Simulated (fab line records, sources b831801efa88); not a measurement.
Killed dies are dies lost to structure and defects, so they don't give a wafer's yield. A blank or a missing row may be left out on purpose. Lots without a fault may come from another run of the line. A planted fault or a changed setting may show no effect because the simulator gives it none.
A struck lot beside a sound one | flow sky130 | 36 steps out of a route of 708
Sound: wafers L498.1, L498.4, L498.5. Struck: wafers L490.1, L490.3, L490.4. The cause comes at the end.
At each step with rows: each side's tool, then ch and its chambers, then its first start. Under that, the readings that differ: sound wafers | struck wafers | difference of the means | sigmas: that difference in standard deviations of wafers without a fault.
alike: readings whose means differ by less than 2 such deviations, and words and numbers that are the same on both sides. not compared: withheld readings, readings that some wafer has no value for, bounds like >300 that may hide the same value, and numbers for which the record gives no deviation and whose values overlap.
The two part at a step that has a row with sigmas, a row that says differs or no value, or rows on one side only. Numbers that don't overlap but have no deviation are shown without sigmas and don't part them. A reading that every wafer of one side lacks parts them only if that side has two wafers or more.

first, 10 steps without rows for these wafers: SKY_POLY_CUT_ETCH_10 (etches BARC in N2/H2, stops on SiO2, time 45.9 s, target depth 60 nm); SKY_POLY_CUT_ETCH_11 (etches Si3N4 in CF4/CH2F2/Ar, stops on poly-Si, time 42.5 s, target depth 60 nm); SKY_POLY_CUT_STRIP_12 (strips in O2/N2); SKY_SD_P_DEHYDRATE_00 (time 60 s); SKY_SD_P_HMDS_01 (prime time 60 s); SKY_SD_P_COAT_02 (resist thk 1140 nm); SKY_SD_P_SOFTBAKE_03 (time 60 s); SKY_SD_P_EXPOSE_04 (exposes mask PSDM, target cd 380 nm); SKY_SD_P_PEB_05; SKY_SD_P_DEVELOP_06 (develop time 60 s).
SKY_SD_P_IMPLANT_09:
  sound on implanter-02 ch 0, day 32 19:18; struck on implanter-03 ch 0, day 30 06:29
  reading                   | sound                | struck               | difference | sigmas
  beam_energy_keV           | 19.996 20.004 19.989 | 26.330 26.332 26.320 | +6.331     | +99 or more
  model.implant.rp_nm (nm)  | 17.27 17.27 17.27    | 22.16 22.16 22.16    | +4.89      |
  model.implant.drp_nm (nm) | 9.746 9.746 9.746    | 11.83 11.83 11.83    | +2.08      |
  alike: dose_ions_cm2
SKY_SD_P_STRIP_10: strips in O2/N2.
  sound on plasma_asher-02 ch 0,1, day 32 19:27; struck on plasma_asher-01 ch 0,1, day 30 06:38
  reading                      | sound             | struck            | difference | sigmas
  oes_product_au (a.u.)        | 0.616 0.627 0.612 | 0.600 0.595 0.604 | -0.019     | -4
  strip_time_to_endpoint_s (s) | 17.53 17.53 17.59 | 18.46 18.46 18.45 | +0.91      | +23
  alike: drypump_motor_current_A
  not compared: rf_hours_counter_h
SKY_SD_P_TW_MEAS_11:
  sound on film_metro-04, day 32 19:33; struck on film_metro-02, day 30 06:44
  reading | sound          | struck         | difference | sigmas
  SD_P_TW | 2838 2843 2842 | 3030 3043 3043 | +198       | +9
then, 21 steps without rows for these wafers: SKY_RES_XHIGH_DEHYDRATE_00 (time 60 s); SKY_RES_XHIGH_HMDS_01 (prime time 60 s); SKY_RES_XHIGH_COAT_02 (resist thk 1140 nm); SKY_RES_XHIGH_SOFTBAKE_03 (time 60 s); SKY_RES_XHIGH_EXPOSE_04 (exposes mask URPM, target cd 1270 nm); SKY_RES_XHIGH_PEB_05; SKY_RES_XHIGH_DEVELOP_06 (develop time 60 s); SKY_RES_XHIGH_IMPLANT_07; SKY_RES_XHIGH_STRIP_08 (strips in O2/N2); SKY_SD_N_DEHYDRATE_00 (time 60 s); SKY_SD_N_HMDS_01 (prime time 60 s); SKY_SD_N_COAT_02 (resist thk 1140 nm); SKY_SD_N_SOFTBAKE_03 (time 60 s); SKY_SD_N_EXPOSE_04 (exposes mask NSDM, target cd 380 nm); SKY_SD_N_PEB_05; SKY_SD_N_DEVELOP_06 (develop time 60 s); SKY_SD_N_IMPLANT_09; SKY_SD_N_IMPLANT_10; SKY_SD_N_STRIP_11 (strips in O2/N2); SKY_SD_N_CLEAN_13 (cleans in SC1/SC2, time 150 s); SKY_SD_N_RTA_14 (time 2 s).
-- the record jumps here: 2 days lie between the struck wafers' starts before and after --
SKY_SD_N_RS_MEAS_17: measures by four-point-probe.
  sound on film_metro-01, day 35 01:42; struck on film_metro-01, day 32 14:30
  reading          | sound             | struck            | difference | sigmas
  SD_P_RS (ohm/sq) | 147.4 147.2 147.4 | 129.1 129.5 129.1 | -18.1      | -46
-- the record jumps here: 17 days lie between the struck wafers' starts before and after (it left off in module SD_N and takes up again in module PAD_OPEN, whose first step shown is number 708 of the route) --
SKY_PAD_OPEN_PROBE_99:
  sound on prober-02, day 50 23:28; struck on prober-02, day 49 04:13
  reading                               | sound             | struck            | difference | sigmas
  model.etest.pfet_01v8.r_on_ohm_um     | 2797 2796 2824    | 2762 2722 2698    | -78        |
  model.etest.res_pdiff.line_ohm_um     | 1362 1360 1352    | 1213 1235 1232    | -131       |
  model.etest.res_pdiff_hv.rs_ohm_sq    | 192.4 191.3 194.5 | 167.8 168.3 167.4 | -24.9      |
  model.etest.res_pdiff.rs_ohm_sq       | 198.7 198.4 198.4 | 177.6 176.9 175.3 | -21.9      |
  model.etest.pfet_01v8.drive_ua_um     | 204.1 202.2 198.8 | 205.5 210.3 212.4 | +7.7       |
  model.etest.pfet_01v8_hvt.drive_ua_um | 151.9 149.7 149.1 | 152.3 156.5 158.1 | +5.4       |
  model.etest.pfet_01v8_mvt.drive_ua_um | 160.7 158.4 159.1 | 154.8 158.3 155.9 | -3.1       |
  alike: killed_at_M0_to_M3, killed_at_M4_up, killed_at_contacts, killed_at_front_end, killed_at_other, killed_dies, killed_open, killed_short
  not compared: model.etest.sram_pfet_latch.drive_ua_um

WHERE THEY PART
First at SKY_SD_P_IMPLANT_09; last, within this record, at SKY_SD_N_RS_MEAS_17. Later steps at which nothing parts them and some readings are alike: SKY_PAD_OPEN_PROBE_99.

WHY: what the simulator had put in
Process parameter drift: implanter-03, from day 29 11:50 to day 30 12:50, at SKY_SD_P_IMPLANT_09. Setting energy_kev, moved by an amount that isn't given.
